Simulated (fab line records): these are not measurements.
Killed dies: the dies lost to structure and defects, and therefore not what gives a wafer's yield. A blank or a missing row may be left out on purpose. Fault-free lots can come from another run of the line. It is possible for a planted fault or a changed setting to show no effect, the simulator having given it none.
fab line records	flow sky130
record lots=7	wafers=20	lastDay=49
route steps=708 shown RES_XHIGH@336 SD_N@342 PAD_OPEN@708
lots that met no fault: taken from a fault-free run of the same line
startH: hours from the record's opening day to when the first of the lot's shown wafers began	waitH: time in hours since the lot's previous step	" same as the row above	L1.1+2: one row covering several wafers at once	- no value, or no start was given	* or withheld: withheld	< > ~ a bound
route shown NAME@n: NAME is a module with steps in the file, n the number in the route of the first one	usual: mean/standard deviation taken from wafers without a fault	same: alike in all rows	chamber/n: place in a boat	sites: per-site readings	_std_site: how widely they spread, as a standard deviation	_edge_site: the outer-site mean with the inner-site mean subtracted	radiusMm: how far each site lies from the wafer's centre	mask NAME#n: copy n	behind: tool/chamber where the wafer was last shaped	hold: cause of the lot's hold/its duration in hours/its outcome	device: which transistor (n, p or np) failed to switch	end of line: tests of these same wafers at the route's end	a step without rows: its recipe alone	killed: count of dies lost to structure and defects at first sort (not the wafer's yield)	map: the dies of a wafer, with x for killed, . for not killed, _ for no die there
set.NAME: setting as actually run; set.NAME@STEP: the setting as run at that earlier step	model.NAME: the simulator's own value behind a step, which no gauge read
lots at some steps of the route; a table a step, a row a wafer
services: a tool's chamber out of use, with start hour (startH, from the record's first day; less than 0 if before it), hours out, and reason
## steps
# step SKY_RES_XHIGH_EXPOSE_04
# recipe maskId=URPM	na=0.6	sourceShape=conventional	sigmaOuter=0.6	polarization=unpolarized	targetCdNm=1270	doseMj=140
# step SKY_RES_XHIGH_PEB_05
# recipe tempC=withheld	timeS=*	resist=NOVOLAK
# step SKY_RES_XHIGH_DEVELOP_06
# recipe resist=NOVOLAK	developer=TMAH	developTimeS=60	devTempC=23
# step SKY_RES_XHIGH_IMPLANT_07
# recipe species=BF2	energyKev=20	doseCm2=3.6e+14	tiltDeg=0
# step SKY_RES_XHIGH_STRIP_08
# recipe chemistry=O2/N2	powerW=1400	pressureMtorr=1500	platenTempC=withheld	o2FlowSccm=3000	n2FlowSccm=300	overashFraction=0.5
# usual drypumpMotorCurrentA=6.1/0.31	oesProductAu=0.711/0.0043	stripTimeToEndpointS=14.26/0.038
lot.wafer	tool	chamber	startH	waitH	drypumpMotorCurrentA	oesProductAu	rfHoursCounterH	stripTimeToEndpointS
L342.1	plasmaAsher-03	0	660.35	0.1	6.0	0.713	23	14.30
L342.4	"	1	"	"	6.1	0.707	-	14.29
L342.5	"	1	"	"	6.2	0.716	-	14.32
L345.2	plasmaAsher-03	0	682.16	0.1	6.0	0.719	26	14.19
L345.5	"	1	"	"	6.2	0.705	-	14.28
L345.6	"	0	"	"	6.0	0.714	-	14.33
L347.1	plasmaAsher-02	0	704.35	0.1	5.8	0.711	98	14.28
L347.4	"	0	"	"	5.8	0.710	-	14.25
L347.6	"	1	"	"	6.5	0.713	-	14.26
L348.1	plasmaAsher-03	0	710.95	0.1	5.9	0.716	28	14.18
L348.3	"	0	"	"	6.0	0.718	-	14.18
L348.6	"	0	"	"	6.0	0.706	-	14.22
L357.3	plasmaAsher-01	0	773.84	0.1	5.8	0.709	-	14.18
L357.4	"	1	"	"	6.4	0.709	-	14.19
L357.5	"	0	"	"	5.8	0.714	-	14.22
L356.1	plasmaAsher-02	0	777.55	0.1	5.8	0.712	3	14.31
L356.4	"	1	"	"	6.6	0.712	-	14.28
L356.6	"	0	"	"	5.8	0.708	-	14.27
L358.3	plasmaAsher-02	0	778.29	0.1	5.8	0.707	-	14.30
L358.4	"	1	"	"	6.5	0.707	-	14.33
# step SKY_RES_XHIGH_TW_MEAS_09
# usual RES_XHIGH_TW=1647/12
lot.wafer	tool	chamber	startH	waitH	RES_XHIGH_TW
L342.1	filmMetro-03	-	660.45	0.1	1641
L342.4	"	-	"	"	1639
L342.5	"	-	"	"	1648
L345.2	filmMetro-03	-	682.27	0.1	1632
L345.5	"	-	"	"	1626
L345.6	"	-	"	"	1620
L347.1	filmMetro-04	-	704.45	0.1	1662
L347.4	"	-	"	"	1654
L347.6	"	-	"	"	1646
L348.1	filmMetro-02	-	711.05	0.1	1639
L348.3	"	-	"	"	1645
L348.6	"	-	"	"	1647
L357.3	filmMetro-04	-	773.93	0.1	1663
L357.4	"	-	"	"	1656
L357.5	"	-	"	"	1643
L356.1	filmMetro-04	-	777.65	0.1	1658
L356.4	"	-	"	"	1649
L356.6	"	-	"	"	1655
L358.3	filmMetro-04	-	778.38	0.1	1656
L358.4	"	-	"	"	1649
# step SKY_SD_N_DEHYDRATE_00
# recipe tempC=200	timeS=60
# step SKY_SD_N_HMDS_01
# recipe primeTimeS=60	primeTempC=120
# step SKY_SD_N_COAT_02
# recipe resist=NOVOLAK	spinRpm=3000	resistThkNm=1140
# step SKY_SD_N_SOFTBAKE_03
# recipe tempC=90	timeS=60	resist=NOVOLAK
# step SKY_SD_N_EXPOSE_04
# recipe maskId=NSDM	na=0.6	sourceShape=conventional	sigmaOuter=0.6	polarization=unpolarized	targetCdNm=380	doseMj=141
# step SKY_SD_N_PEB_05
# recipe tempC=withheld	timeS=*	resist=NOVOLAK
# step SKY_SD_N_DEVELOP_06
# recipe resist=NOVOLAK	developer=TMAH	developTimeS=60	devTempC=23
lot.wafer	tool	chamber	startH	waitH
L342.1+4+5	lithoTrack-03	0	687.25	0.1
L345.2+5+6	lithoTrack-01	0	709.42	0.1
L347.1+4+6	lithoTrack-02	0	731.61	0.1
L348.1+3+6	lithoTrack-02	0	737.76	0.1
L357.3+4+5	lithoTrack-03	0	799.70	0.1
L356.1+4+6	lithoTrack-03	0	802.95	0.1
L358.3+4	lithoTrack-03	0	804.80	0.1
# step SKY_SD_N_OVL_MEAS_08
# usual SD_N_OVL=0.0/1.4
lot.wafer	tool	chamber	startH	waitH	hold	SD_N_OVL[nm]
L342.1	overlay-02	-	687.52	0.1	-	0.0
L342.4	"	-	"	"	-	-1.1
L342.5	"	-	"	"	-	-2.1
L345.2	overlay-01	-	709.67	0.1	-	1.1
L345.5	"	-	"	"	-	0.4
L345.6	"	-	"	"	-	-0.8
L347.1	overlay-01	-	731.88	0.1	-	1.5
L347.4	"	-	"	"	-	-0.3
L347.6	"	-	"	"	-	1.3
L348.1	overlay-02	-	738.03	0.1	-	1.1
L348.3	"	-	"	"	-	1.2
L348.6	"	-	"	"	-	1.5
L357.3	overlay-02	-	801.75	1.6	awaitDispo/1.5h/release	-1.7
L357.4	"	-	"	"	awaitDispo/1.5h/release	-1.9
L357.5	"	-	"	"	awaitDispo/1.5h/release	-2.2
L356.1	overlay-01	-	805.37	1.8	awaitDispo/1.7h/release	1.1
L356.4	"	-	"	"	awaitDispo/1.7h/release	0.0
L356.6	"	-	"	"	awaitDispo/1.7h/release	1.9
L358.3	overlay-01	-	807.67	2.4	awaitDispo/2.4h/release	-0.9
L358.4	"	-	"	"	awaitDispo/2.4h/release	-0.7
# step SKY_SD_N_IMPLANT_09
# recipe species=As	energyKev=50	doseCm2=4e+15	tiltDeg=0
# step SKY_SD_N_IMPLANT_10
# recipe species=P	energyKev=20	doseCm2=1e+14	tiltDeg=0
# step SKY_SD_N_STRIP_11
# recipe chemistry=O2/N2	powerW=1400	pressureMtorr=1500	platenTempC=withheld	o2FlowSccm=3000	n2FlowSccm=300	overashFraction=0.5
# usual drypumpMotorCurrentA=6.19/0.22	oesProductAu=0.527/0.0048	stripTimeToEndpointS=22.56/0.053
lot.wafer	tool	chamber	startH	waitH	drypumpMotorCurrentA	oesProductAu	rfHoursCounterH	stripTimeToEndpointS
L342.1	plasmaAsher-04	0	687.85	0.1	6.37	0.529	57	22.56
L342.4	"	1	"	"	6.25	0.528	-	22.56
L342.5	"	1	"	"	6.24	0.536	-	22.55
L345.2	plasmaAsher-01	0	710.00	0.1	5.81	0.524	91	22.55
L345.5	"	1	"	"	6.36	0.527	-	22.59
L345.6	"	0	"	"	5.78	0.532	-	22.54
L347.1	plasmaAsher-01	0	732.21	0.1	5.83	0.531	93	22.56
L347.4	"	0	"	"	5.84	0.533	-	22.51
L347.6	"	1	"	"	6.37	0.521	-	22.52
L348.1	plasmaAsher-01	1	738.36	0.1	6.41	0.525	93	22.53
L348.3	"	1	"	"	6.37	0.530	-	22.51
L348.6	"	1	"	"	6.38	0.527	-	22.54
L357.3	plasmaAsher-04	0	802.10	0.1	6.36	0.520	-	22.60
L357.4	"	1	"	"	6.24	0.520	-	22.59
L357.5	"	0	"	"	6.34	0.524	-	22.56
L356.1	plasmaAsher-04	0	805.70	0.1	6.32	0.528	69	22.69
L356.4	"	1	"	"	6.26	0.520	-	22.65
L356.6	"	1	"	"	6.26	0.532	-	22.66
L358.3	plasmaAsher-01	0	808.02	0.1	5.86	0.522	-	22.57
L358.4	"	1	"	"	6.39	0.539	-	22.53
# step SKY_SD_N_TW_MEAS_12
# usual SD_N_TW=4003/33
lot.wafer	tool	chamber	startH	waitH	hold	SD_N_TW
L342.1	filmMetro-02	-	687.95	0.1	-	3952
L342.4	"	-	"	"	-	3958
L342.5	"	-	"	"	-	3970
L345.2	filmMetro-02	-	710.11	0.1	-	3995
L345.5	"	-	"	"	-	3982
L345.6	"	-	"	"	-	3971
L347.1	filmMetro-04	-	732.31	0.1	-	4057
L347.4	"	-	"	"	-	4045
L347.6	"	-	"	"	-	4049
L348.1	filmMetro-03	-	738.46	0.1	-	3997
L348.3	"	-	"	"	-	4024
L348.6	"	-	"	"	-	3998
L357.3	filmMetro-04	-	802.19	0.1	awaitDispo/0.2h/release	30
L357.4	"	-	"	"	awaitDispo/0.2h/release	30
L357.5	"	-	"	"	awaitDispo/0.2h/release	4061
L357.3	filmMetro-04	-	802.42	0.2	-	30
L357.4	"	-	"	"	-	30
L357.5	"	-	"	"	-	4026
L356.1	filmMetro-03	-	805.86	0.1	awaitDispo/0.2h/release	3981
L356.4	"	-	"	"	awaitDispo/0.2h/release	30
L356.6	"	-	"	"	awaitDispo/0.2h/release	3993
L356.1	filmMetro-03	-	806.10	0.2	-	3968
L356.4	"	-	"	"	-	30
L356.6	"	-	"	"	-	3987
L358.3	filmMetro-03	-	808.17	0.1	awaitDispo/0.2h/release	30
L358.4	"	-	"	"	awaitDispo/0.2h/release	30
L358.3	filmMetro-03	-	808.41	0.2	-	30
L358.4	"	-	"	"	-	30
# step SKY_PAD_OPEN_PROBE_99
# usual killed_at_M0_to_M3=44/6.8	killed_at_M4_up=3.2/1.7	killedAtContacts=24/4.9	killedAtFrontEnd=14/4.1	killedAtOther=0.2/0.51	killedDies=85/8.7	killedOnRim=16/4	killedOpen=46/6.8	killedShort=39/6.1
# same grossDies=492	killedAtBackSide=0
lot.wafer	tool	chamber	startH	waitH	hold	killed_at_M0_to_M3	killed_at_M4_up	killedAtContacts	killedAtFrontEnd	killedAtOther	killedDies	killedOnRim	killedOpen	killedShort
L347.1	prober-02	-	1137.71	0.1	-	40	0	25	15	0	80	12	41	39
L347.4	prober-02	-	1137.86	0.2	-	41	3	24	15	0	83	17	38	45
L347.6	prober-02	-	1137.96	0.2	-	44	5	24	18	0	91	25	44	47
L348.1	prober-01	-	1142.57	0.1	-	56	2	20	13	0	91	17	47	44
L348.3	prober-01	-	1142.67	0.2	-	43	5	25	12	0	85	18	43	42
L348.6	prober-01	-	1142.82	0.2	-	38	1	17	11	1	68	14	35	33
L357.3	prober-01	-	1181.12	0.2	awaitDispo/2.8h/release	47	1	23	421	0	492	96	54	37
L357.4	prober-01	-	1181.17	0.2	awaitDispo/2.8h/release	42	4	21	425	0	492	96	50	36
L357.5	prober-01	-	1181.22	0.2	awaitDispo/2.8h/release	41	6	30	19	0	96	26	53	43
L356.1	prober-02	-	1184.41	0.1	awaitDispo/4.4h/release	33	0	31	7	1	72	16	44	28
L356.4	prober-02	-	1184.56	0.2	awaitDispo/4.4h/release	34	6	19	433	0	492	96	37	34
L356.6	prober-02	-	1184.66	0.2	awaitDispo/4.4h/release	54	4	22	11	0	91	20	59	32
L358.3	prober-01	-	1185.46	0.2	awaitDispo/2.3h/release	41	2	19	430	0	492	96	43	27
L358.4	prober-01	-	1185.51	0.2	awaitDispo/2.3h/release	49	5	31	407	0	492	96	53	43
# killed by level:class
L347.1 LI_CONTACT:geometricParticle:open=11 VIA2:geometricParticle:open=9 FIELD_ISO:geometricParticle:short=6 CONTACT:geometricParticle:short=6 METAL1:geometricParticle:short=6 VIA1:geometricParticle:open=6 VIA3:geometricParticle:short=5 SPACER:geometricParticle:open=4
L347.4 VIA1:geometricParticle:open=7 CONTACT:geometricParticle:open=7 METAL2:geometricParticle:short=7 FIELD_ISO:geometricParticle:short=6 LI_CONTACT:geometricParticle:open=6 LOCAL_INTERCONNECT:geometricParticle:short=6 FIELD_ISO:geometricParticle:open=5 METAL3:geometricParticle:short=5
L347.6 VIA1:geometricParticle:open=13 CONTACT:geometricParticle:open=7 METAL1:geometricParticle:short=7 POLY_GATE:geometricParticle:open=5 LI_CONTACT:geometricParticle:open=5 METAL2:geometricParticle:short=5 METAL4:geometricParticle:short=5 LI_CONTACT:geometricParticle:short=4
L348.1 VIA1:geometricParticle:open=17 METAL2:geometricParticle:short=11 VIA1:geometricParticle:short=7 VIA3:geometricParticle:open=7 CONTACT:geometricParticle:open=6 FIELD_ISO:geometricParticle:open=5 LI_CONTACT:geometricParticle:short=5 SPACER:geometricParticle:short=4
L348.3 CONTACT:geometricParticle:open=10 VIA1:geometricParticle:open=9 VIA2:geometricParticle:open=8 METAL2:geometricParticle:short=7 VIA1:geometricParticle:short=6 LI_CONTACT:geometricParticle:open=6 POLY_GATE:geometricParticle:open=5 FIELD_ISO:geometricParticle:short=4
L348.6 VIA1:geometricParticle:open=11 CONTACT:geometricParticle:open=7 METAL2:geometricParticle:short=6 VIA2:geometricParticle:open=6 CONTACT:geometricParticle:short=5 METAL1:geometricParticle:short=5 FIELD_ISO:geometricParticle:short=4 VIA3:geometricParticle:open=4
L357.3 SD_N:areaDevelop=401 VIA1:geometricParticle:open=14 CONTACT:geometricParticle:open=9 FIELD_ISO:geometricParticle:open=6 POLY_GATE:geometricParticle:open=6 CONTACT:geometricParticle:short=6 VIA3:geometricParticle:open=6 METAL2:geometricParticle:short=6
L357.4 SD_N:areaDevelop=406 CONTACT:geometricParticle:open=9 VIA1:geometricParticle:open=9 VIA3:geometricParticle:open=9 VIA3:geometricParticle:short=6 LI_CONTACT:geometricParticle:open=5 FIELD_ISO:geometricParticle:short=4 POLY_GATE:geometricParticle:open=4
L357.5 VIA1:geometricParticle:open=17 LI_CONTACT:geometricParticle:open=9 CONTACT:geometricParticle:open=9 FIELD_ISO:geometricParticle:short=6 METAL2:geometricParticle:short=5 POLY_GATE:geometricParticle:open=4 LI_CONTACT:geometricParticle:short=4 CONTACT:geometricParticle:short=4
L356.1 CONTACT:geometricParticle:open=10 VIA1:geometricParticle:open=10 LI_CONTACT:geometricParticle:open=8 LI_CONTACT:geometricParticle:short=6 METAL2:geometricParticle:short=6 VIA2:geometricParticle:open=6 LOCAL_INTERCONNECT:geometricParticle:short=4 POLY_GATE:geometricParticle:open=3
L356.4 SD_N:areaDevelop=421 VIA1:geometricParticle:open=11 CONTACT:geometricParticle:open=8 VIA1:geometricParticle:short=7 FIELD_ISO:geometricParticle:open=4 VIA3:geometricParticle:open=4 METAL4:geometricParticle:short=4 FIELD_ISO:geometricParticle:short=3
L356.6 VIA1:geometricParticle:open=13 CONTACT:geometricParticle:open=10 VIA3:geometricParticle:open=10 VIA2:geometricParticle:open=9 METAL2:geometricParticle:short=7 LI_CONTACT:geometricParticle:open=7 VIA1:geometricParticle:short=5 FIELD_ISO:geometricParticle:open=4
L358.3 SD_N:areaDevelop=422 LI_CONTACT:geometricParticle:open=11 VIA2:geometricParticle:open=10 VIA1:geometricParticle:open=7 CONTACT:geometricParticle:open=5 METAL1:geometricParticle:short=5 VIA1:geometricParticle:short=5 METAL3:geometricParticle:short=4
L358.4 SD_N:areaDevelop=396 LI_CONTACT:geometricParticle:open=13 CONTACT:geometricParticle:open=9 VIA1:geometricParticle:open=8 METAL1:geometricParticle:short=8 VIA3:geometricParticle:open=8 VIA1:geometricParticle:short=6 FIELD_ISO:geometricParticle:short=5
# map L356.4 (x killed, . not)
__________xxxxxxxxxx_________
________xxxxxxxxxxxxxx_______
______xxxxxxxxxxxxxxxxxx_____
_____xxxxxxxxxxxxxxxxxxxx____
____xxxxxxxxxxxxxxxxxxxxxx___
___xxxxxxxxxxxxxxxxxxxxxxxx__
__xxxxxxxxxxxxxxxxxxxxxxxxxx_
_xxxxxxxxxxxxxxxxxxxxxxxxxxxx
_xxxxxxxxxxxxxxxxxxxxxxxxxxxx
_xxxxxxxxxxxxxxxxxxxxxxxxxxxx
_xxxxxxxxxxxxxxxxxxxxxxxxxxxx
_xxxxxxxxxxxxxxxxxxxxxxxxxxxx
_xxxxxxxxxxxxxxxxxxxxxxxxxxxx
_xxxxxxxxxxxxxxxxxxxxxxxxxxxx
_xxxxxxxxxxxxxxxxxxxxxxxxxxxx
__xxxxxxxxxxxxxxxxxxxxxxxxxx_
___xxxxxxxxxxxxxxxxxxxxxxxx__
____xxxxxxxxxxxxxxxxxxxxxx___
_____xxxxxxxxxxxxxxxxxxxx____
______xxxxxxxxxxxxxxxxxx_____
________xxxxxxxxxxxxxx_______
__________xxxxxxxxxx_________
# map L357.3 (x killed, . not)
__________xxxxxxxxxx_________
________xxxxxxxxxxxxxx_______
______xxxxxxxxxxxxxxxxxx_____
_____xxxxxxxxxxxxxxxxxxxx____
____xxxxxxxxxxxxxxxxxxxxxx___
___xxxxxxxxxxxxxxxxxxxxxxxx__
__xxxxxxxxxxxxxxxxxxxxxxxxxx_
_xxxxxxxxxxxxxxxxxxxxxxxxxxxx
_xxxxxxxxxxxxxxxxxxxxxxxxxxxx
_xxxxxxxxxxxxxxxxxxxxxxxxxxxx
_xxxxxxxxxxxxxxxxxxxxxxxxxxxx
_xxxxxxxxxxxxxxxxxxxxxxxxxxxx
_xxxxxxxxxxxxxxxxxxxxxxxxxxxx
_xxxxxxxxxxxxxxxxxxxxxxxxxxxx
_xxxxxxxxxxxxxxxxxxxxxxxxxxxx
__xxxxxxxxxxxxxxxxxxxxxxxxxx_
___xxxxxxxxxxxxxxxxxxxxxxxx__
____xxxxxxxxxxxxxxxxxxxxxx___
_____xxxxxxxxxxxxxxxxxxxx____
______xxxxxxxxxxxxxxxxxx_____
________xxxxxxxxxxxxxx_______
__________xxxxxxxxxx_________
## services
tool	chamber	startH	hours	kind
plasmaAsher-02	-	655.04	9.5	repair
plasmaAsher-02	-	733.75	9.0	pm
plasmaAsher-02	0	733.75	9.0	ventCycle
plasmaAsher-02	1	733.75	9.0	ventCycle
plasmaAsher-02	0	742.75	-	clean
plasmaAsher-02	1	742.75	-	clean
plasmaAsher-03	-	757.29	3.5	repair
plasmaAsher-03	-	794.37	15.5	repair
plasmaAsher-03	-	804.96	1.6	repair
## key
firstSign step=SKY_SD_N_TW_MEAS_12	reading=visit	direction=added
effect step=SKY_SD_N_TW_MEAS_12	reading=SD_N_TW	direction=down	sigmas=99+	usual=4003	struck=30
effect step=SKY_PAD_OPEN_PROBE_99	reading=killedAtFrontEnd	direction=up	sigmas=99	usual=14	struck=423
moreKillsBornAt SKY_SD_N_DEVELOP_06@lithoTrack-03=2046
metAt SKY_SD_N_DEVELOP_06
struckWafers L356.4,L357.3,L357.4,L358.3,L358.4
testerLeftOut L356,L357,L358
onsetBetween 687.25 799.70
fault kind=processParameterDrift	tool=lithoTrack-03	chamber=-	onsetH=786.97	steps=SKY_SD_N_DEVELOP_06	channel=developTimeS	offset=*	shape=step	endH=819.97	scope=struckWafersOnly	actsIn=*	stated=*
# testerLeftOut: of these lots the tester's yield and bins aren't shown, on N5 and GAA mostly nor the transistor test; their killed dies are dies lost to structure and defects alone, not to doping, threshold or leakage, so they don't give the yield
